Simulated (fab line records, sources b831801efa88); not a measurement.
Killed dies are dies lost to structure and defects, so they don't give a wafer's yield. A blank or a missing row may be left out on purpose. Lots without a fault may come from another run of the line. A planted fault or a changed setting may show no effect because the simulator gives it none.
Which tool did it? | flow sky130 | 6 lots, 18 wafers sampled, at 1 step of a route of 708

WHAT THE GAUGES READ, wafer by wafer
SKY_VIA3_THK_MEAS_01.
lot  | measured     | on            | VIA3_HDPCVD_THK (nm)
L981 | day 38 18:29 | film_metro-01 | 1640 1639 1651
L984 | day 40 20:12 | film_metro-01 | 1644 1651 1638
L986 | day 41 02:02 | film_metro-01 | 1635 1613 1629
L989 | day 42 09:45 | film_metro-03 | 1596 1627 1650
L991 | day 42 12:42 | film_metro-01 | 1655 1652 1640
L103 | day 44 20:03 | film_metro-03 | 1615 1649 1629

WHICH TOOL RAN EACH LOT (tool, then ch and the chambers of the sampled wafers, then the start)
The record holds no process step before these readings.

THE ANSWER, worked out from the rows above alone
Rule: what is usual is taken from the lots themselves. Put in order of their means at a reading, lots are off if they are a third of the lots or fewer, leave a main group of 4 or more, and stand apart from it by a gap of 3 or more times the standard deviation of the main group's means; of several such gaps the widest counts. A main group whose means are all the same, to the digits that the tables above print for the reading, isn't used. A lot without any number at a reading at which 4 lots or more have one is off too. The other lots that the step has rows for count as sound.
No lot is off at any reading shown: from this, nothing can be told.

WHAT THE SIMULATOR HAD PUT IN
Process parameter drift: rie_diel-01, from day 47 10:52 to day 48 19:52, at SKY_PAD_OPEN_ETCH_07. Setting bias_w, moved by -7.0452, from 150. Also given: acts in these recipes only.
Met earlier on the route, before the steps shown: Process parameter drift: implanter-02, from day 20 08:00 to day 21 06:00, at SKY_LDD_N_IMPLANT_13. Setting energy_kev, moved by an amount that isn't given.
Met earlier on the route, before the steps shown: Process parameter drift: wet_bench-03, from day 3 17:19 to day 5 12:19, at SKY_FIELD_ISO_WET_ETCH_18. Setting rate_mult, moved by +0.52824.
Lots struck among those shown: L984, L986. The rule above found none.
